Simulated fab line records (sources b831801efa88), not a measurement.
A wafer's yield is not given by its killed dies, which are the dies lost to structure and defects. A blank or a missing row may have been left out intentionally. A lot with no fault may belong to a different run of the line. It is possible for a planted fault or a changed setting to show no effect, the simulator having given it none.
A lot that was struck, set against a sound lot + flow sky130 + 26 out of 708 route steps
Sound: these wafers, L467.1, L467.2, L467.6. Wafers struck: L475.3, L475.4, L475.6. The cause is named last.
Each step with rows lists, per side, the tool, then ch with its chambers, then its first start. Under that, the readings that differ: sound wafers + struck wafers + difference of the means + sigmas: that difference in standard deviations of wafers without a fault.
alike: readings with means less than 2 such deviations apart, plus words and numbers identical on both sides. not compared: withheld readings, readings lacking a value on some wafer, bounds such as >300 that could conceal the same value, and numbers that have no deviation in the record and whose values overlap.
A row with sigmas, a row that says differs or no value, or rows on one side alone: a step with any of these is where the two part. Numbers that have no deviation but don't overlap get no sigmas and don't part them. A reading missing from all wafers of one side parts the sides only when that side holds two or more wafers.

first, 1 step without rows for these wafers: SKY_VT_ADJUST_HVTP_IMPLANT_09.
SKY_VT_ADJUST_HVTP_STRIP_10: strips in O2/N2.
  sound on plasmaAsher-02 ch 0,1, day 7 05:56; struck on plasmaAsher-04 ch 0,1, day 8 23:23
  alike: drypumpMotorCurrentA, oesProductAu, stripTimeToEndpointS
  not compared: rfHoursCounterH
SKY_VT_ADJUST_HVTP_TW_MEAS_11:
  sound on filmMetro-04 at day 7 06:02; struck on filmMetro-02 at day 8 23:28
  alike: VT_ADJUST_HVTP_TW
then, 7 steps without rows for these wafers: SKY_VT_ADJUST_LVTN_DEHYDRATE_00 (time 60 s); SKY_VT_ADJUST_LVTN_HMDS_01 (prime time 60 s); SKY_VT_ADJUST_LVTN_COAT_02 (resist thk 3000 nm); SKY_VT_ADJUST_LVTN_SOFTBAKE_03; SKY_VT_ADJUST_LVTN_EXPOSE_04 (exposes mask NWM COMPLEMENT LESS NATIVE, target cd 840 nm); SKY_VT_ADJUST_LVTN_PEB_05; SKY_VT_ADJUST_LVTN_DEVELOP_06 (develop time 60 s).
SKY_VT_ADJUST_LVTN_OVL_MEAS_07:
  sound on overlay-02 at day 8 01:57; struck on overlay-01 at day 9 21:06
  alike: VT_ADJUST_LVTN_OVL
next, for these wafers, 1 step has no rows: SKY_VT_ADJUST_LVTN_IMPLANT_08.
SKY_VT_ADJUST_LVTN_STRIP_09: strips in O2/N2.
  sound on plasmaAsher-02 ch 0,1, day 8 02:08; struck on plasmaAsher-04 ch 0,1, day 9 21:19
| reading                                         | sound             | struck            | difference                    | sigmas |
|-------------------------------------------------|-------------------|-------------------|-------------------------------|--------|
| oesProductAu (a.u.)                             | 0.729 0.720 0.723 | 0.905 0.905 0.916 | +0.185                        | +44    |
| stripTimeToEndpointS (s)                        | 36.90 36.92 36.93 | - - -             | no value on the struck wafers |        |
| model.coat_of_VT_ADJUST_LVTN_COAT_02.thkNm (nm) | 0 0 0             | 1964 1955 1962    | +1960                         |        |
  alike: drypumpMotorCurrentA
  not compared: rfHoursCounterH
SKY_VT_ADJUST_LVTN_TW_MEAS_10:
  sound on filmMetro-01 at day 8 02:14; struck on filmMetro-04 at day 9 21:23
  alike: VT_ADJUST_LVTN_TW
then, 7 steps without rows for these wafers: SKY_VT_ADJUST_LVTN_DEHYDRATE_11 (time 60 s); SKY_VT_ADJUST_LVTN_HMDS_12 (prime time 60 s); SKY_VT_ADJUST_LVTN_COAT_13 (resist thk 1140 nm); SKY_VT_ADJUST_LVTN_SOFTBAKE_14 (time 60 s); SKY_VT_ADJUST_LVTN_EXPOSE_15 (exposes mask HVN STD DERIVED, target cd 600 nm); SKY_VT_ADJUST_LVTN_PEB_16; SKY_VT_ADJUST_LVTN_DEVELOP_17 (develop time 60 s).
SKY_VT_ADJUST_LVTN_OVL_MEAS_18:
  sound on overlay-01 at day 8 23:20; struck on overlay-01 at day 10 19:50
  alike: VT_ADJUST_LVTN_01_OVL
next, for these wafers, 1 step has no rows: SKY_VT_ADJUST_LVTN_IMPLANT_19.
SKY_VT_ADJUST_LVTN_STRIP_20: strips in O2/N2.
  sound on plasmaAsher-01 ch 0,1, day 8 23:31; struck on plasmaAsher-04 ch 0,1, day 10 20:11
| reading                  | sound             | struck            | difference | sigmas      |
|--------------------------|-------------------|-------------------|------------|-------------|
| oesProductAu (a.u.)      | 0.715 0.714 0.720 | 0.726 0.723 0.732 | +0.011     | +2          |
| stripTimeToEndpointS (s) | 14.21 14.20 14.26 | 43.45 43.30 43.40 | +29.16     | +99 or more |
  alike: drypumpMotorCurrentA
  not compared: rfHoursCounterH
SKY_VT_ADJUST_LVTN_TW_MEAS_21:
  sound on filmMetro-04 at day 8 23:37; struck on filmMetro-04 at day 10 20:16
| reading             | sound             | struck         | difference | sigmas      |
|---------------------|-------------------|----------------|------------|-------------|
| VT_ADJUST_LVTN_2_TW | 188.6 187.9 189.0 | 29.9 30.1 30.3 | -158.4     | -99 or more |
then, 1 step without rows for these wafers: SKY_VT_ADJUST_NCORE_DEHYDRATE_00 (time 60 s).

WHERE THEY PART
First at SKY_VT_ADJUST_LVTN_STRIP_09; last, within this record, at SKY_VT_ADJUST_LVTN_TW_MEAS_21.

WHY: the cause the simulator had injected
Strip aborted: plasmaAsher-04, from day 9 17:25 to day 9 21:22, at SKY_VT_ADJUST_LVTN_STRIP_09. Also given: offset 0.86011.
